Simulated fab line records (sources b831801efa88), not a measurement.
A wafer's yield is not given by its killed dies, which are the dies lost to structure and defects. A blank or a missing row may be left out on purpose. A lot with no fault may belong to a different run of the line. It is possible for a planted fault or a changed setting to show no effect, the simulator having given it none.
fab line records + flow gf180mcu
[record]
- lots = 12
- wafers = 36
- last_day = 34
route steps=602 shown STI@5 HV_LDD@232 M1@316 V1@349
lots that met no fault: from a run of the same line without faults
start_h: the number of hours between the record's first day and the start of the first shown wafer of the lot + wait_h: hours elapsed since this lot's preceding step + " unchanged from the row above + L1.1+2: a row that stands for several wafers + - no value present, or no start provided + * or withheld: withheld + < > ~ a bound
route shown NAME@n: names a module that has steps shown in the file, with the first one's number in the route + usual: mean/standard deviation of fault-free wafers + same: alike in all rows + chamber/n: place in a boat + sites: per-site readings + _std_site: standard deviation of those values + _edge_site: mean of outer sites minus mean of inner sites + radius_mm: for every site, how far away it sits from the centre of the wafer + mask NAME#n: copy n + behind: the tool/chamber that last shaped the wafer + hold: why the lot went on hold/how many hours it stayed there/how the hold came to an end + device: transistor that didn't switch, given as n, p or np + end of line: tests of these same wafers at the route's end + a step without rows: its recipe alone + killed: not the wafer's yield, but the dies lost to structure and defects at the first sort + map: dies across one wafer; x = killed, . = not, _ = none there
set.NAME: setting as actually run; set.NAME@STEP: the setting as run at that earlier step + model.NAME: the simulator's own value behind a step, which no gauge read
the route's steps for a sample of lots (tables are steps, rows are wafers)
services: from which hour (start_h, from the record's first day; less than 0 if before it) a tool's chamber was out of use, for how many hours, and why
[[steps]]
[step GF_STI_THK_MEAS_04]
[recipe]
- reads = Si3N4_of_STI_CVD_03
[usual]
- STI_CVD_03_THK = 207.3/2
| lot.wafer | tool          | chamber | start_h | wait_h | STI_CVD_03_THK[nm] |
|-----------|---------------|---------|---------|--------|--------------------|
| L681.1    | film_metro-02 | -       | 14.80   | 0.0    | 210.1              |
| L681.3    | "             | -       | "       | "      | 210.4              |
| L681.5    | "             | -       | "       | "      | 211.0              |
| L683.1    | film_metro-02 | -       | 23.56   | 0.0    | 208.0              |
| L683.3    | "             | -       | "       | "      | 207.2              |
| L683.4    | "             | -       | "       | "      | 207.6              |
| L684.1    | film_metro-02 | -       | 28.81   | 0.0    | 205.4              |
| L684.3    | "             | -       | "       | "      | 205.9              |
| L684.4    | "             | -       | "       | "      | 206.5              |
| L687.2    | film_metro-01 | -       | 43.57   | 0.0    | 207.8              |
| L687.4    | "             | -       | "       | "      | 205.2              |
| L687.6    | "             | -       | "       | "      | 207.7              |
| L688.2    | film_metro-03 | -       | 48.57   | 0.0    | 205.9              |
| L688.4    | "             | -       | "       | "      | 206.4              |
| L688.5    | "             | -       | "       | "      | 206.8              |
| L692.2    | film_metro-01 | -       | 70.25   | 0.0    | 207.2              |
| L692.3    | "             | -       | "       | "      | 206.9              |
| L692.4    | "             | -       | "       | "      | 208.9              |
| L693.2    | film_metro-02 | -       | 73.57   | 0.0    | 208.2              |
| L693.4    | "             | -       | "       | "      | 205.9              |
| L693.5    | "             | -       | "       | "      | 207.1              |
| L695.1    | film_metro-02 | -       | 86.76   | 0.0    | 207.7              |
| L695.5    | "             | -       | "       | "      | 208.1              |
| L695.6    | "             | -       | "       | "      | 207.5              |
| L697.3    | film_metro-03 | -       | 96.76   | 0.0    | 212.4              |
| L697.5    | "             | -       | "       | "      | 213.6              |
| L697.6    | "             | -       | "       | "      | 211.5              |
| L700.3    | film_metro-01 | -       | 108.58  | 0.0    | 209.3              |
| L700.4    | "             | -       | "       | "      | 207.7              |
| L700.6    | "             | -       | "       | "      | 209.2              |
| L702.2    | film_metro-03 | -       | 120.80  | 0.0    | 205.9              |
| L702.4    | "             | -       | "       | "      | 205.9              |
| L702.6    | "             | -       | "       | "      | 205.2              |
| L704.3    | film_metro-02 | -       | 129.91  | 0.1    | 204.5              |
| L704.4    | "             | -       | "       | "      | 205.2              |
| L704.5    | "             | -       | "       | "      | 206.0              |
[step GF_HV_LDD_CVD_56]
[recipe]
- material = Si3N4
- precursor = DCS/NH3
- target_thk_nm = 90
- temp_c = 770
- time_s = 1543
- pressure_mtorr = 250
[usual]
- pressure_mtorr = 249.9/0.54
- spike_tc_centre_C = 771.1/1.1
- susceptor_temp_C = 770.05/0.28
| lot.wafer | tool     | chamber | start_h | wait_h | pressure_mtorr | spike_tc_centre_C | susceptor_temp_C |
|-----------|----------|---------|---------|--------|----------------|-------------------|------------------|
| L681.1    | lpcvd-02 | 0       | 274.89  | 0.1    | 249.6          | 771.3             | 770.01           |
| L681.3    | "        | 0       | "       | "      | 250.1          | 770.4             | 770.50           |
| L681.5    | "        | 0       | "       | "      | 248.7          | 769.8             | 770.11           |
| L683.1    | lpcvd-02 | 0       | 287.57  | 0.1    | 251.6          | 769.4             | 770.03           |
| L683.3    | "        | 0       | "       | "      | 250.5          | 770.4             | 770.02           |
| L683.4    | "        | 0       | "       | "      | 250.1          | 769.3             | 770.33           |
| L684.1    | lpcvd-02 | 0       | 295.67  | 0.1    | 249.9          | 770.0             | 770.03           |
| L684.3    | "        | 0       | "       | "      | 250.1          | 770.6             | 769.73           |
| L684.4    | "        | 0       | "       | "      | 249.4          | 770.3             | 770.05           |
| L687.2    | lpcvd-01 | 1       | 319.42  | 0.0    | 249.7          | 772.8             | 769.54           |
| L687.4    | "        | 1       | "       | "      | 250.6          | 772.3             | 770.35           |
| L687.6    | "        | 1       | "       | "      | 250.9          | 772.8             | 770.01           |
| L688.2    | lpcvd-01 | 1       | 332.28  | 0.6    | 250.8          | 771.3             | 770.10           |
| L688.4    | "        | 1       | "       | "      | 250.6          | 771.7             | 770.38           |
| L688.5    | "        | 1       | "       | "      | 250.2          | 773.4             | 770.41           |
| L692.2    | lpcvd-01 | 0       | 372.84  | 0.0    | 250.2          | 770.6             | 769.85           |
| L692.3    | "        | 0       | "       | "      | 250.6          | 771.6             | 769.83           |
| L692.4    | "        | 0       | "       | "      | 249.8          | 771.5             | 769.89           |
| L693.2    | lpcvd-01 | 0       | 377.44  | 0.0    | 249.9          | 772.0             | -                |
| L693.4    | "        | 0       | "       | "      | 249.6          | 771.7             | -                |
| L693.5    | "        | 0       | "       | "      | 250.5          | 771.4             | -                |
| L695.1    | lpcvd-01 | 0       | 387.94  | 0.1    | 249.1          | 770.7             | -                |
| L695.5    | "        | 0       | "       | "      | 250.3          | 772.5             | -                |
| L695.6    | "        | 0       | "       | "      | 249.1          | 770.2             | -                |
| L697.3    | lpcvd-02 | 1       | 403.94  | 0.0    | 249.8          | 771.8             | 770.01           |
| L697.5    | "        | 1       | "       | "      | 249.5          | 772.5             | 770.19           |
| L697.6    | "        | 1       | "       | "      | 250.0          | 770.3             | 769.67           |
| L700.3    | lpcvd-02 | 0       | 427.81  | 0.0    | 249.4          | 770.1             | 769.87           |
| L700.4    | "        | 0       | "       | "      | 249.4          | 770.7             | 769.39           |
| L700.6    | "        | 0       | "       | "      | 249.7          | 768.6             | 769.73           |
| L702.2    | lpcvd-01 | 0       | 453.87  | 0.1    | 249.4          | 770.7             | 770.10           |
| L702.4    | "        | 0       | "       | "      | 249.8          | 771.1             | 770.21           |
| L702.6    | "        | 0       | "       | "      | 248.8          | 771.6             | 770.26           |
| L704.3    | lpcvd-02 | 1       | 465.61  | 0.0    | 250.1          | 772.0             | 770.27           |
| L704.4    | "        | 1       | "       | "      | 249.9          | 771.7             | 770.11           |
| L704.5    | "        | 1       | "       | "      | 249.3          | 773.5             | 770.64           |
[step GF_HV_LDD_THK_MEAS_57]
[recipe]
- reads = Si3N4_of_HV_LDD_CVD_56
[usual]
- HV_LDD_CVD_56_THK = 90.4/0.76
| lot.wafer | tool          | chamber | start_h | wait_h | HV_LDD_CVD_56_THK[nm] |
|-----------|---------------|---------|---------|--------|-----------------------|
| L681.1    | film_metro-01 | -       | 276.31  | 0.0    | 91.2                  |
| L681.3    | "             | -       | "       | "      | 92.3                  |
| L681.5    | "             | -       | "       | "      | 91.3                  |
| L683.1    | film_metro-01 | -       | 289.00  | 0.0    | 89.2                  |
| L683.3    | "             | -       | "       | "      | 89.9                  |
| L683.4    | "             | -       | "       | "      | 88.8                  |
| L684.1    | film_metro-03 | -       | 297.10  | 0.0    | 92.2                  |
| L684.3    | "             | -       | "       | "      | 91.8                  |
| L684.4    | "             | -       | "       | "      | 90.8                  |
| L687.2    | film_metro-04 | -       | 321.57  | 0.0    | 89.9                  |
| L687.4    | "             | -       | "       | "      | 90.4                  |
| L687.6    | "             | -       | "       | "      | 90.5                  |
| L688.2    | film_metro-03 | -       | 333.72  | 0.0    | 90.5                  |
| L688.4    | "             | -       | "       | "      | 90.7                  |
| L688.5    | "             | -       | "       | "      | 90.1                  |
| L692.2    | film_metro-01 | -       | 374.28  | 0.0    | 89.5                  |
| L692.3    | "             | -       | "       | "      | 88.9                  |
| L692.4    | "             | -       | "       | "      | 89.8                  |
| L693.2    | film_metro-04 | -       | 378.88  | 0.1    | 81.7                  |
| L693.4    | "             | -       | "       | "      | 82.6                  |
| L693.5    | "             | -       | "       | "      | 82.3                  |
| L695.1    | film_metro-04 | -       | 389.37  | 0.0    | 81.7                  |
| L695.5    | "             | -       | "       | "      | 81.1                  |
| L695.6    | "             | -       | "       | "      | 82.0                  |
| L697.3    | film_metro-04 | -       | 405.39  | 0.0    | 91.6                  |
| L697.5    | "             | -       | "       | "      | 90.8                  |
| L697.6    | "             | -       | "       | "      | 89.5                  |
| L700.3    | film_metro-03 | -       | 429.26  | 0.0    | 91.3                  |
| L700.4    | "             | -       | "       | "      | 90.4                  |
| L700.6    | "             | -       | "       | "      | 90.6                  |
| L702.2    | film_metro-03 | -       | 455.31  | 0.0    | 90.7                  |
| L702.4    | "             | -       | "       | "      | 91.0                  |
| L702.6    | "             | -       | "       | "      | 90.2                  |
| L704.3    | film_metro-04 | -       | 467.06  | 0.0    | 90.9                  |
| L704.4    | "             | -       | "       | "      | 91.6                  |
| L704.5    | "             | -       | "       | "      | 90.8                  |
[step GF_HV_LDD_ETCHBACK_58]
[recipe]
- chemistry = CH3F/O2
- target = Si3N4
- stop_on = SiO2
- source_w = 400
- bias_w = 80
- pressure_mtorr = 25
- ch3f_flow_sccm = 40
- O2_flow_sccm = 30
- time_s = 100
- target_depth_a = 900
[usual]
- ch3f_flow_sccm = 40.02/0.12
- drypump_motor_current_A = 5.6/0.39
- oes_product_au = 0.846/0.0062
- throttle_valve_pct = 10.561/0.0094
[same]
- time_s = 100
| lot.wafer | tool        | chamber | start_h | wait_h | ch3f_flow_sccm | drypump_motor_current_A | oes_product_au | rf_hours_counter_h | throttle_valve_pct |
|-----------|-------------|---------|---------|--------|----------------|-------------------------|----------------|--------------------|--------------------|
| L681.1    | rie_diel-02 | 1       | 276.37  | 0.1    | 40.08          | 5.5                     | 0.849          | 126                | 10.556             |
| L681.3    | "           | 2       | "       | "      | 40.18          | 5.4                     | 0.850          | 85                 | 10.568             |
| L681.5    | "           | 0       | "       | "      | 40.09          | 4.9                     | 0.850          | -                  | 10.563             |
| L683.1    | rie_diel-03 | 2       | 289.06  | 0.1    | 40.16          | 5.8                     | 0.842          | 17                 | 10.568             |
| L683.3    | "           | 1       | "       | "      | 39.96          | 4.9                     | 0.843          | 23                 | 10.562             |
| L683.4    | "           | 0       | "       | "      | 40.00          | 5.8                     | 0.834          | 52                 | 10.565             |
| L684.1    | rie_diel-04 | 2       | 297.16  | 0.1    | 40.01          | 5.7                     | 0.862          | 113                | 10.564             |
| L684.3    | "           | 3       | "       | "      | 39.69          | 5.6                     | 0.854          | 100                | 10.561             |
| L684.4    | "           | 1       | "       | "      | 39.90          | 5.6                     | 0.846          | 65                 | 10.553             |
| L687.2    | rie_diel-04 | 0       | 321.62  | 0.0    | 39.84          | 5.3                     | 0.835          | 101                | 10.555             |
| L687.4    | "           | 1       | "       | "      | 40.13          | 5.6                     | 0.849          | 65                 | 10.561             |
| L687.6    | "           | 0       | "       | "      | 39.92          | 5.3                     | 0.839          | -                  | 10.567             |
| L688.2    | rie_diel-04 | 3       | 333.77  | 0.0    | 40.12          | 5.6                     | 0.847          | 101                | 10.560             |
| L688.4    | "           | 0       | "       | "      | 39.85          | 5.3                     | 0.855          | 101                | 10.562             |
| L688.5    | "           | 0       | "       | "      | 39.93          | 5.3                     | 0.841          | -                  | 10.551             |
| L692.2    | rie_diel-04 | 2       | 374.33  | 0.0    | 40.00          | 5.7                     | 0.843          | 116                | 10.553             |
| L692.3    | "           | 1       | "       | "      | 40.11          | 5.6                     | 0.841          | 67                 | 10.561             |
| L692.4    | "           | 0       | "       | "      | 39.92          | 5.3                     | 0.843          | 102                | 10.568             |
| L693.2    | rie_diel-03 | 1       | 378.93  | 0.0    | 40.11          | 5.0                     | 0.799          | 26                 | 10.554             |
| L693.4    | "           | 0       | "       | "      | 39.95          | 5.8                     | 0.818          | 55                 | 10.568             |
| L693.5    | "           | 0       | "       | "      | 39.89          | 5.9                     | 0.807          | -                  | 10.552             |
| L695.1    | rie_diel-02 | 2       | 389.43  | 0.1    | 39.94          | 5.4                     | 0.806          | 89                 | 10.545             |
| L695.5    | "           | 2       | "       | "      | 39.91          | 5.4                     | 0.797          | -                  | 10.559             |
| L695.6    | "           | 1       | "       | "      | 39.84          | 5.5                     | 0.805          | -                  | 10.541             |
| L697.3    | rie_diel-02 | 0       | 405.43  | 0.0    | 40.23          | 4.9                     | 0.853          | 9                  | 10.553             |
| L697.5    | "           | 3       | "       | "      | 40.03          | 6.6                     | 0.842          | -                  | 10.558             |
| L697.6    | "           | 0       | "       | "      | 40.07          | 4.9                     | 0.838          | -                  | 10.559             |
| L700.3    | rie_diel-04 | 1       | 429.30  | 0.0    | 40.10          | 5.6                     | 0.856          | 69                 | 10.560             |
| L700.4    | "           | 0       | "       | "      | 39.98          | 5.3                     | 0.841          | 103                | 10.567             |
| L700.6    | "           | 0       | "       | "      | 40.01          | 5.3                     | 0.850          | -                  | 10.562             |
| L702.2    | rie_diel-04 | 3       | 455.36  | 0.0    | 40.16          | 5.7                     | 0.840          | 104                | 10.561             |
| L702.4    | "           | 2       | "       | "      | 40.06          | 5.7                     | 0.849          | 1                  | 10.565             |
| L702.6    | "           | 0       | "       | "      | 40.03          | 5.3                     | 0.835          | -                  | 10.552             |
| L704.3    | rie_diel-03 | 2       | 467.10  | 0.0    | 39.97          | 5.8                     | 0.850          | 22                 | 10.573             |
| L704.4    | "           | 0       | "       | "      | 40.02          | 5.8                     | 0.851          | 58                 | 10.559             |
| L704.5    | "           | 2       | "       | "      | 39.93          | 5.8                     | 0.851          | -                  | 10.554             |
[step GF_M1_SPUTTER_01]
[recipe]
- material = TiN
- target_thk_nm = 30
- power_w = 6500
- time_s = 25
- chamber_pressure_pa = 0.4
[usual]
- throttle_valve_pct = 30.1/1.3
[same]
- time_s = 25
| lot.wafer | tool           | chamber | start_h | wait_h | throttle_valve_pct |
|-----------|----------------|---------|---------|--------|--------------------|
| L681.1    | pvd_sputter-01 | -       | 363.63  | 0.1    | 28.7               |
| L681.3    | "              | -       | "       | "      | 30.1               |
| L681.5    | "              | -       | "       | "      | 27.4               |
| L683.1    | pvd_sputter-02 | -       | 377.94  | 0.1    | 29.0               |
| L683.3    | "              | -       | "       | "      | 30.4               |
| L683.4    | "              | -       | "       | "      | 31.0               |
| L684.1    | pvd_sputter-03 | -       | 387.63  | 0.1    | 28.8               |
| L684.3    | "              | -       | "       | "      | 29.8               |
| L684.4    | "              | -       | "       | "      | 30.6               |
| L687.2    | pvd_sputter-01 | -       | 412.72  | 0.1    | 30.2               |
| L687.4    | "              | -       | "       | "      | 28.9               |
| L687.6    | "              | -       | "       | "      | 27.2               |
| L688.2    | pvd_sputter-02 | -       | 427.13  | 0.1    | 31.9               |
| L688.4    | "              | -       | "       | "      | 29.2               |
| L688.5    | "              | -       | "       | "      | 30.9               |
| L692.2    | pvd_sputter-03 | -       | 472.31  | 0.1    | 30.3               |
| L692.3    | "              | -       | "       | "      | 28.5               |
| L692.4    | "              | -       | "       | "      | 30.0               |
| L693.2    | pvd_sputter-01 | -       | 477.11  | 0.1    | 29.0               |
| L693.4    | "              | -       | "       | "      | 30.0               |
| L693.5    | "              | -       | "       | "      | 30.4               |
| L695.1    | pvd_sputter-02 | -       | 487.42  | 0.1    | 31.8               |
| L695.5    | "              | -       | "       | "      | 30.2               |
| L695.6    | "              | -       | "       | "      | 31.9               |
| L697.3    | pvd_sputter-02 | -       | 505.82  | 0.1    | 29.6               |
| L697.5    | "              | -       | "       | "      | 29.2               |
| L697.6    | "              | -       | "       | "      | 30.9               |
| L700.3    | pvd_sputter-03 | -       | 528.36  | 0.1    | 28.6               |
| L700.4    | "              | -       | "       | "      | 30.1               |
| L700.6    | "              | -       | "       | "      | 32.4               |
| L702.2    | pvd_sputter-03 | -       | 553.42  | 0.1    | 30.7               |
| L702.4    | "              | -       | "       | "      | 30.3               |
| L702.6    | "              | -       | "       | "      | 30.6               |
| L704.3    | pvd_sputter-02 | -       | 563.80  | 0.1    | 31.0               |
| L704.4    | "              | -       | "       | "      | 30.3               |
| L704.5    | "              | -       | "       | "      | 31.3               |
[step GF_V1_CD_MEAS_14]
[recipe]
- target_cd_nm = 260
[usual]
- cd_nm = 260.1/1.4
| lot.wafer | tool      | chamber | start_h | wait_h | cd_nm |
|-----------|-----------|---------|---------|--------|-------|
| L681.1    | cd_sem-02 | -       | 410.98  | 0.1    | 259.3 |
| L681.3    | "         | -       | "       | "      | 259.5 |
| L681.5    | "         | -       | "       | "      | 259.8 |
| L683.1    | cd_sem-02 | -       | 425.04  | 0.1    | 261.4 |
| L683.3    | "         | -       | "       | "      | 261.2 |
| L683.4    | "         | -       | "       | "      | 260.7 |
| L684.1    | cd_sem-02 | -       | 435.45  | 0.1    | 260.6 |
| L684.3    | "         | -       | "       | "      | 259.8 |
| L684.4    | "         | -       | "       | "      | 259.4 |
| L687.2    | cd_sem-02 | -       | 462.46  | 0.1    | 257.8 |
| L687.4    | "         | -       | "       | "      | 259.4 |
| L687.6    | "         | -       | "       | "      | 258.5 |
| L688.2    | cd_sem-02 | -       | 477.15  | 0.1    | 261.7 |
| L688.4    | "         | -       | "       | "      | 261.9 |
| L688.5    | "         | -       | "       | "      | 262.5 |
| L692.2    | cd_sem-01 | -       | 520.25  | 0.1    | 261.5 |
| L692.3    | "         | -       | "       | "      | 260.4 |
| L692.4    | "         | -       | "       | "      | 261.3 |
| L693.2    | cd_sem-02 | -       | 525.65  | 0.1    | 259.6 |
| L693.4    | "         | -       | "       | "      | 259.8 |
| L693.5    | "         | -       | "       | "      | 258.5 |
| L695.1    | cd_sem-01 | -       | 535.58  | 0.1    | 260.6 |
| L695.5    | "         | -       | "       | "      | 261.0 |
| L695.6    | "         | -       | "       | "      | 259.7 |
| L697.3    | cd_sem-01 | -       | 553.18  | 0.1    | 258.4 |
| L697.5    | "         | -       | "       | "      | 258.1 |
| L697.6    | "         | -       | "       | "      | 257.8 |
| L700.3    | cd_sem-01 | -       | 573.46  | 0.1    | 260.9 |
| L700.4    | "         | -       | "       | "      | 260.2 |
| L700.6    | "         | -       | "       | "      | 260.6 |
| L702.2    | cd_sem-01 | -       | 598.46  | 0.1    | 258.6 |
| L702.4    | "         | -       | "       | "      | 258.8 |
| L702.6    | "         | -       | "       | "      | 258.9 |
| L704.3    | cd_sem-01 | -       | 608.11  | 0.1    | 259.6 |
| L704.4    | "         | -       | "       | "      | 258.6 |
| L704.5    | "         | -       | "       | "      | 260.2 |
[[services]]
| tool           | chamber | start_h | hours | kind   |
|----------------|---------|---------|-------|--------|
| rie_diel-04    | 0       | 279.53  | 2.8   | repair |
| pvd_sputter-02 | -       | 303.90  | 2.3   | repair |
| rie_diel-03    | 0       | 306.52  | 5.0   | repair |
| pvd_sputter-03 | -       | 312.63  | 3.2   | repair |
| rie_diel-03    | -       | 321.02  | 0.9   | repair |
| rie_diel-03    | 2       | 347.74  | 3.1   | repair |
| rie_diel-04    | 2       | 351.80  | 3.2   | repair |
| rie_diel-04    | 0       | 354.47  | 18.6  | repair |
| rie_diel-02    | 3       | 356.18  | 6.9   | repair |
| pvd_sputter-01 | -       | 372.07  | 4.0   | repair |
| rie_diel-02    | -       | 375.73  | 0.9   | repair |
| rie_diel-03    | 0       | 381.19  | 1.5   | repair |
| rie_diel-04    | -       | 395.45  | 14.6  | pm     |
| rie_diel-03    | -       | 419.70  | 1.0   | repair |
| pvd_sputter-03 | -       | 426.13  | 11.6  | repair |
| pvd_sputter-02 | -       | 427.86  | 6.2   | repair |
| rie_diel-03    | 1       | 446.61  | 9.8   | repair |
| lpcvd-02       | -       | 490.35  | 14.6  | pm     |
| lpcvd-02       | -       | 513.63  | 1.0   | repair |
| rie_diel-02    | -       | 517.99  | 0.3   | repair |
| rie_diel-03    | 3       | 531.98  | 6.2   | repair |
| rie_diel-03    | 3       | 542.51  | 9.0   | repair |
| rie_diel-04    | 2       | 547.03  | 13.3  | repair |
| rie_diel-04    | 1       | 547.68  | 4.3   | repair |
[[key]]
[first_sign]
- step = GF_HV_LDD_THK_MEAS_57
- reading = HV_LDD_CVD_56_THK
- direction = down
- sigmas = 11
- usual = 90.4
- struck = 81.9
[effect]
- step = GF_HV_LDD_ETCHBACK_58
- reading = oes_product_au
- direction = down
- sigmas = 6.6
- usual = 0.846
- struck = 0.805
met_at GF_HV_LDD_CVD_56
struck_lots L693,L695
tester_left_out L693,L695
not_acting_at GF_STI_THK_MEAS_04,GF_M1_SPUTTER_01,GF_V1_CD_MEAS_14
onset_between 372.84 377.44
[fault]
- kind = process_parameter_drift
- tool = lpcvd-01
- chamber = -
- onset_h = 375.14
- steps = GF_HV_LDD_CVD_56
- channel = time_s
- offset = *
- shape = step
- end_h = 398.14
- acts_in = *
- stated = *
// tester_left_out: of these lots the tester's yield and bins aren't shown, on N5 and GAA mostly nor the transistor test; their killed dies are dies lost to structure and defects alone, not to doping, threshold or leakage, so they don't give the yield
